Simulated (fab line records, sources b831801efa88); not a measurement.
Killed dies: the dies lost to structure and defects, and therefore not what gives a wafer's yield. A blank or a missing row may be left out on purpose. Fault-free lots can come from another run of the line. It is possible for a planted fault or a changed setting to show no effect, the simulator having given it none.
A single fault, viewed from 2 desks    flow gf180mcu    every desk sees just its own numbers, and what lay behind them comes last

## AT THE METROLOGY DESK
What the gauges read for every lot (on any tool): the sampled wafers with a number, averaged. Any lot whose mean is over 4 standard deviations away from the usual mean is out of limits and marked OUT; that distance is given in the brackets.
Columns: A = V3_CVD_02_THK at GF_V3_THK_MEAS_03, usual 847 nm
lot   first seen here  A
L681  day 21 10:13     846
L682  day 21 20:00     851
L686  day 23 08:31     854
L691  day 25 01:37     846
L693  day 25 13:59     862
L696  day 26 21:49     845
L698  day 27 11:16     845
L699  day 27 13:16     854
L700  day 27 17:43     854
L701  day 28 00:36     846
L702  day 28 07:47     844
L703  day 28 17:07     861
L704  day 28 21:02     834
This desk found nothing out of limits on any of the 13 lots.

## DESK OF THE TOOL OWNER: litho track-03
The tool's own readings at GF_V3_SOFTBAKE_10 (time 60 s): means of the sampled wafers that have a number, for each lot that ran on this tool. Any lot whose mean is over 4 standard deviations away from the usual mean is out of limits and marked OUT; that distance is given in the brackets.
Columns: A = heater power total W at GF_V3_SOFTBAKE_10, usual 93.05 W; B = run length s at GF_V3_SOFTBAKE_10, usual 89.25 s
lot   first seen here  A                B
L682  day 22 08:00     93.03            89.41
L686  day 23 19:00     93.90 (+14) OUT  87.91 (-6.4) OUT
L691  day 25 12:00     93.81 (+13) OUT  88.00 (-5.9) OUT
L700  day 28 03:00     93.07            89.31
L701  day 28 10:00     93.04            89.47
L702  day 28 17:00     92.96            89.39
L703  day 29 03:00     93.11            89.37
This desk's finding: out of limits on L686, L691; first on L686, day 23 19:00 (heater power total W at GF_V3_SOFTBAKE_10). In limits: L682, L700, L701, L702, L703.

## TAKEN TOGETHER
An alarm could have come from the tool owner's desk at day 23 19:00, on L686, L691.
Metrology desk: nothing out of limits seen.
The metrology desk holds a record of L686, L691, inside its limits.
All the named lots went through GF_V3_SOFTBAKE_10 on litho track-03.

## WHAT THE SIMULATOR HAD INSERTED
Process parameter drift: litho track-03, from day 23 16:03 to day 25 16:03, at GF_V3_SOFTBAKE_10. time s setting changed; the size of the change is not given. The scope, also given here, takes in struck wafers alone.
Shown lots that were struck: L686, L691.
Delay in hours, fault start to first out-of-limits reading, by desk: the tool owner's desk at 3.
